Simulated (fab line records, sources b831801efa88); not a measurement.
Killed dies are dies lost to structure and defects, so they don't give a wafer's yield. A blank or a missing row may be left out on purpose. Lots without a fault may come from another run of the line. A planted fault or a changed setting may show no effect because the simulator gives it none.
A struck lot beside a sound one | flow gf180mcu | 44 steps out of a route of 602
Sound: wafers L244.3, L244.5, L244.6. Struck: wafer L245.1. (L245.2, L245.5 of the same lot were not struck and are left out.) The cause comes at the end.
At each step with rows: each side's tool, then ch and its chambers, then its first start. Under that, the readings that differ: sound wafers | struck wafers | difference of the means | sigmas: that difference in standard deviations of wafers without a fault.
alike: readings whose means differ by less than 2 such deviations, and words and numbers that are the same on both sides. not compared: withheld readings, readings that some wafer has no value for, bounds like >300 that may hide the same value, and numbers for which the record gives no deviation and whose values overlap.
The two part at a step that has a row with sigmas, a row that says differs or no value, or rows on one side only. Numbers that don't overlap but have no deviation are shown without sigmas and don't part them. A reading that every wafer of one side lacks parts them only if that side has two wafers or more.

first, 5 steps without rows for these wafers: GF_V2_STRIP_19 (strips in post etch residue remover, time 1200 s); GF_V2_CLEAN_20 (cleans in DIW); GF_V2_SPUTTER_21 (material Ti, target thk 15 nm, time 80.02 s); GF_V2_SPUTTER_22 (material TiN, target thk 10 nm, time 40 s); GF_V2_CVD_23 (deposits W, target thk 350 nm, time 104.94 s).
GF_V2_RS_MEAS_24: measures by four-point-probe.
  sound on film_metro-02, day 23 13:45; struck on film_metro-02, day 23 20:31
  alike: V2_W_RS
GF_V2_THK_MEAS_25: measures by xrf.
  sound on film_metro-02, day 23 13:51; struck on film_metro-02, day 23 20:38
  alike: V2_W_THK
GF_V2_CMP_26: polishes, stops on SiO2, t overpolish 15 s, target thk 0 nm.
  sound on cmp-02 ch 0,1,3, day 23 13:59; struck on cmp-01 ch 2, day 23 20:47
  reading             | sound             | struck | difference | sigmas
  motor_current_A (A) | 11.2 14.2 13.5    | 8.8    | -4.2       | -2
  platen_rpm (rpm)    | 60.00 59.92 59.99 | 60.08  | +0.11      | +3
  alike: overpolish_run_s, time_to_endpoint_s
GF_M3_SPUTTER_00: material Ti, target thk 37.5 nm, time 150 s.
  sound on pvd_sputter-01, day 23 14:11; struck on pvd_sputter-04, day 23 20:59
  alike: chamber_pressure_pa, throttle_valve_pct
then, 1 step without rows for these wafers: GF_M3_SPUTTER_01 (material TiN, target thk 30 nm, time 25 s).
GF_M3_SPUTTER_02: material AlCu, target thk 450 nm, time 23.9 s.
  sound on pvd_sputter-01, day 23 14:19; struck on pvd_sputter-04, day 23 21:07
  alike: chamber_pressure_pa, throttle_valve_pct
then, 1 step without rows for these wafers: GF_M3_SPUTTER_03 (material Ti, target thk 10 nm, time 6.7 s).
GF_M3_SPUTTER_04: material TiN, target thk 50 nm, time 41.7 s.
  sound on pvd_sputter-01, day 23 14:22; struck on pvd_sputter-04, day 23 21:10
  reading                                | sound            | struck | difference | sigmas
  model.TiN_of_M3_SPUTTER_04.thk_nm (nm) | 50.02 49.84 50.2 | 45.45  | -4.57      |
  alike: chamber_pressure_pa, throttle_valve_pct
GF_M3_RS_MEAS_05: measures by four-point-probe.
  sound on film_metro-01, day 23 14:27; struck on film_metro-03, day 23 21:13
  alike: M3_ALCU_RS
GF_M3_THK_MEAS_06: measures by xrf.
  sound on film_metro-01, day 23 14:33; struck on film_metro-03, day 23 21:20
  alike: M3_ALCU_THK
then, 7 steps without rows for these wafers: GF_M3_DEHYDRATE_07 (time 60 s); GF_M3_HMDS_08 (prime time 60 s); GF_M3_COAT_09 (resist thk 990.7 nm); GF_M3_SOFTBAKE_10 (time 60 s); GF_M3_EXPOSE_11 (exposes mask Metal3, target cd 280 nm); GF_M3_PEB_12 (peb time 90 s); GF_M3_DEVELOP_13 (develop time 60 s).
GF_M3_CD_MEAS_14: target cd 280 nm.
  sound on cd_sem-01, day 24 12:27; struck on cd_sem-01, day 24 18:51
  alike: cd_nm
GF_M3_OVL_MEAS_15:
  sound on overlay-01, day 24 12:32; struck on overlay-01, day 24 18:58
  reading     | sound     | struck | difference | sigmas
  M3_OVL (nm) | -7 -7 -14 | 3      | +12        | +2
GF_M3_METAL_ETCH_16: etches the open film in Cl2/BCl3, stops on SiO2, target depth 627.5 nm, time 104.6 s.
  sound on rie_metal-03 ch 0,1, day 24 12:36; struck on rie_metal-02 ch 1, day 24 19:00
  reading                     | sound       | struck | difference                   | sigmas
  drypump_motor_current_A (A) | 6.0 6.0 5.7 | 5.0    | -0.9                         | -2
  rf_hours_counter_h (h)      | - - -       | 3.5    | no value on the sound wafers |
  alike: oes_product_au, throttle_valve_pct
GF_M3_STRIP_17: strips in O2/N2.
  sound on plasma_asher-03 ch 0,1, day 24 12:43; struck on plasma_asher-01 ch 0, day 24 19:07
  reading                     | sound             | struck | difference                   | sigmas
  drypump_motor_current_A (A) | 4.9 4.9 5.6       | 6.4    | +1.3                         | +3
  oes_product_au (a.u.)       | 0.557 0.557 0.560 | 0.546  | -0.012                       | -2
  rf_hours_counter_h (h)      | - - -             | 80     | no value on the sound wafers |
  alike: heater_power_w, strip_time_to_endpoint_s
then, 3 steps without rows for these wafers: GF_M3_STRIP_18 (strips in post etch residue remover, time 1200 s); GF_M3_CLEAN_19 (cleans in DIW); GF_V3_CVD_00 (deposits SiO2, target thk 600 nm, time 100 s).
GF_V3_THK_MEAS_01:
  sound on film_metro-01, day 24 13:19; struck on film_metro-04, day 24 19:46
  alike: V3_CVD_00_THK
then, 1 step without rows for these wafers: GF_V3_CVD_02 (deposits SiO2 from TEOS, target thk 850 nm, time 94.851 s).
GF_V3_THK_MEAS_03:
  sound on film_metro-02, day 24 13:26; struck on film_metro-02, day 24 19:54
  alike: V3_CVD_02_THK
then, 1 step without rows for these wafers: GF_V3_CMP_04 (polishes SiO2).
GF_V3_BOW_MEAS_05:
  sound on film_metro-01, day 24 13:59; struck on film_metro-01, day 24 20:16
  reading     | sound       | struck | difference | sigmas
  V3_BOW (um) | 134 130 130 | 108    | -23        | -3
then, 8 steps without rows for these wafers: GF_V3_DEHYDRATE_06 (time 60 s); GF_V3_HMDS_07 (prime time 60 s); GF_V3_COAT_08; GF_V3_COAT_09 (resist thk 1000 nm); GF_V3_SOFTBAKE_10 (time 60 s); GF_V3_EXPOSE_11 (exposes mask Via3, target cd 260 nm); GF_V3_PEB_12 (peb time 90 s); GF_V3_DEVELOP_13 (develop time 60 s).
GF_V3_STRIP_19: strips in post etch residue remover, time 1200 s.
  sound on wet_bench-01 ch 2, day 25 12:35; struck on wet_bench-04 ch 0, day 25 17:54
  reading                                | sound          | struck | difference | sigmas
  model.TiN_of_M3_SPUTTER_04.thk_nm (nm) | 49.18 49 49.36 | 44.61  | -4.57      |
  alike: bath_heat_duty_pct
then, 1 step without rows for these wafers: GF_PASSIVATION_PROBE_99.

WHERE THEY PART
First at GF_V2_CMP_26; last, within this record, at GF_V3_BOW_MEAS_05. Later steps at which nothing parts them and some readings are alike: GF_V3_STRIP_19.

WHY: what the simulator had put in
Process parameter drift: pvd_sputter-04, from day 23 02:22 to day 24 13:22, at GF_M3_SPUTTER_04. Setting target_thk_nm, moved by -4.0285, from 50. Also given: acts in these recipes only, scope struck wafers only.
